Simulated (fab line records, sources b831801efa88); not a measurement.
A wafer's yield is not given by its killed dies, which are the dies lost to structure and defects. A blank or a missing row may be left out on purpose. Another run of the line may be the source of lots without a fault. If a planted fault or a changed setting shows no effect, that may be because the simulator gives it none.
Matching of chambers | flow sky130 | SKY_METAL4_ETCH_17 on rie-diel-03: 4 sister chambers
The step etches SiO2 in C4F8/O2/Ar, stops on TiN, time 3.9 s, target depth 15 nm. 8 wafers are shown with their chamber, then 8 later ones without.

== WAFERS, EACH WITH ITS CHAMBER ==
wafer  | chamber | oes-product-au (a.u.)
L079.1 | 0       | 0.753
L081.1 | 2       | 0.762
L081.2 | 1       | 0.751
L081.4 | 3       | 0.761
L083.2 | 0       | 0.750
L083.4 | 2       | 0.757
L083.6 | 1       | 0.751
L082.1 | 3       | 0.752

== WAFERS WITHOUT THEIR CHAMBER ==
wafer  | oes-product-au (a.u.)
L082.3 | 0.754
L082.6 | 0.772
L091.1 | 0.753
L091.2 | 0.764
L091.3 | 0.752
L095.2 | 0.751
L095.3 | 0.753
L095.5 | 0.774

== WHICH CHAMBER EACH WENT THROUGH ==
wafer  | from the rows above               | in truth
L082.3 | can't be placed: 0 or 3 or 1 or 2 | 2
L082.6 | can't be placed: 2 or 3           | 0
L091.1 | can't be placed: 0 or 1 or 3 or 2 | 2
L091.2 | can't be placed: 2 or 3           | 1
L091.3 | can't be placed: 0 or 1 or 3 or 2 | 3
L095.2 | can't be placed: 1 or 0 or 3      | 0
L095.3 | can't be placed: 0 or 1 or 3 or 2 | 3
L095.5 | can't be placed: 2 or 3           | 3
Placed correctly: 0 of 8. These rows do not allow placing 8 (true chamber among the candidates in 6). Wrongly placed: 0.
How it was worked out, from the rows above alone: a wafer's distance from a chamber is the root of the sum, over the readings, of the square of ((its reading less the chamber's mean) divided by the reading's scatter). The wafer belongs to the nearest chamber; if the next one is less than 2 further off, it can't be placed. The mean given for a chamber averages the wafers shown for that chamber. How the scatter is found: for the shown wafers, subtract from each reading the mean of its chamber, square and add these, divide the total by (wafers less chambers), then take the root.
